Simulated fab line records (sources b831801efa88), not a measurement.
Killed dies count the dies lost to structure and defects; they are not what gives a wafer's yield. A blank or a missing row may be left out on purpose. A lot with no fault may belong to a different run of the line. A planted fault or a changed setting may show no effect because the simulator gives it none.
Split-lot trial + flow sky130 + 23 wafers read from 5 lots, route of 708 steps

== SPLIT DETAILS ==
At SKY_METAL3_COAT_08 (resist thk 1140 nm), the setting resist thk nm was moved away from the recipe's 1140 nm on 7 of the 23 wafers read, by -4.1% to +4.9%. For the rest of the wafers, this setting stayed at what the recipe calls for.

== FROM THE SPLIT TO THE READING: what the file shows between them, 3 steps ==
- SKY_METAL3_ETCH_16: etches BARC in N2/H2, stops on SiO2, time 88.2 s, target depth 60 nm (also split here: bias w)
- SKY_METAL3_ETCH_17: etches SiO2 in C4F8/O2/Ar, stops on TiN, time 3.9 s, target depth 15 nm
- SKY_METAL3_METAL_ETCH_18: etches the open film in Cl2/BCl3, stops on SiO2, target depth 845 nm, time 183.1 s

== THE READING ==
oes product au, in a.u., at SKY_METAL3_STRIP_19 (strips in O2/N2). A value of 0.504 a.u. with a standard deviation of 0.0056 a.u. is what fault-free wafers of this fab line usually give.

| wafer  | tool, chamber at the split | resist thk nm as run, nm | against the recipe | oes product au, a.u. | against lot-mates on the recipe |
|--------|----------------------------|--------------------------|--------------------|----------------------|---------------------------------|
| L078.2 | litho track-02, 0          | 1140                     | recipe             | 0.514                | -                               |
| L078.3 | litho track-02, 0          | 1140                     | recipe             | 0.503                | -                               |
| L078.6 | litho track-02, 0          | 1140                     | recipe             | 0.503                | -                               |
| L079.1 | litho track-02, 0          | 1140                     | recipe             | 0.505                | -                               |
| L079.2 | litho track-02, 0          | 1140                     | recipe             | 0.501                | -                               |
| L079.4 | litho track-02, 0          | 1093                     | -4.1%              | 0.477                | -0.026                          |
| L079.5 | litho track-02, 0          | 1093                     | -4.1%              | 0.486                | -0.017                          |
| L079.6 | litho track-02, 0          | 1140                     | recipe             | 0.504                | -                               |
| L080.1 | litho track-01, 0          | 1140                     | recipe             | 0.507                | -                               |
| L080.2 | litho track-01, 0          | 1196                     | +4.9%              | 0.533                | +0.024                          |
| L080.4 | litho track-01, 0          | 1196                     | +4.9%              | 0.522                | +0.013                          |
| L080.5 | litho track-01, 0          | 1140                     | recipe             | 0.510                | -                               |
| L080.6 | litho track-01, 0          | 1140                     | recipe             | 0.511                | -                               |
| L081.1 | litho track-01, 0          | 1182                     | +3.7%              | 0.524                | +0.018                          |
| L081.2 | litho track-01, 0          | 1140                     | recipe             | 0.507                | -                               |
| L081.3 | litho track-01, 0          | 1140                     | recipe             | 0.506                | -                               |
| L081.4 | litho track-01, 0          | 1182                     | +3.7%              | 0.519                | +0.013                          |
| L081.5 | litho track-01, 0          | 1182                     | +3.7%              | 0.526                | +0.020                          |
| L085.1 | litho track-04, 0          | 1140                     | recipe             | 0.503                | -                               |
| L085.2 | litho track-04, 0          | 1140                     | recipe             | 0.510                | -                               |
| L085.3 | litho track-04, 0          | 1140                     | recipe             | 0.503                | -                               |
| L085.4 | litho track-04, 0          | 1140                     | recipe             | 0.500                | -                               |
| L085.5 | litho track-04, 0          | 1140                     | recipe             | 0.512                | -                               |

THE FIT
A straight line over all 23 wafers: oes product au changes by +0.00495 a.u. for each +1% of resist thk nm; r = +0.93; the points scatter about the line by 0.0045 a.u.
The same after taking each lot's own level away (the mean of its wafers on the recipe; 23 wafers): +0.00446 a.u. for each +1%; r = +0.93; scatter 0.0042 a.u.
On that fit, the largest move of resist thk nm shifts the reading by 0.022 a.u.
The lots' own levels span 0.5033 to 0.5093 a.u., that is 1.1 times the standard deviation above.
Thus the slope moves with the lot-to-lot level: the two fits are different.
Check: for one of the wafers moved furthest among these (+4.9%), held out of the fit, the line's prediction against its lot-mates is +0.0207 a.u. It came out at +0.0237 a.u. against them.

== FURTHER SPLITS ON THESE WAFERS ==
These wafers also went through other splits before the reading. Each is held against what the fit with the lots' levels taken away leaves over:
| other split on the same wafers | wafers away from the commonest value | r with oes product au (lot level and that fit taken away) |
|--------------------------------|--------------------------------------|-----------------------------------------------------------|
| SKY_VIA2_ETCH_14 bias w        | 7                                    | -0.01                                                     |
| SKY_VIA2_CMP_24 t overpolish s | 10                                   | +0.19                                                     |
| SKY_CAPM_DEVELOP_11 dev temp c | 9                                    | +0.23                                                     |
| SKY_METAL3_ETCH_16 bias w      | 6                                    | -0.14                                                     |

== THE WHOLE CHAIN: every reading that the file lists as answering this split, in the file's order ==
| step                | what it does       | reading                                                                             | change (the file's fit)                   | r (the file's) |
|---------------------|--------------------|-------------------------------------------------------------------------------------|-------------------------------------------|----------------|
| SKY_METAL3_COAT_08  | resist thk 1140 nm | KrF-thick_of_METAL3_COAT_08.thk nm (the simulator's own value, which no gauge read) | +11.4 nm for each +1% of the setting      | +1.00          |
| SKY_METAL3_STRIP_19 | strips in O2/N2    | oes product au                                                                      | +0.00442 a.u. for each +1% of the setting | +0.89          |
| SKY_METAL3_STRIP_19 | strips in O2/N2    | strip time to endpoint s                                                            | withheld for each +1% of the setting      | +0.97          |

== THE FILE'S OWN FIT ==
oes product au changes by +0.00442 a.u. for each +1% of resist thk nm, r = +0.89.
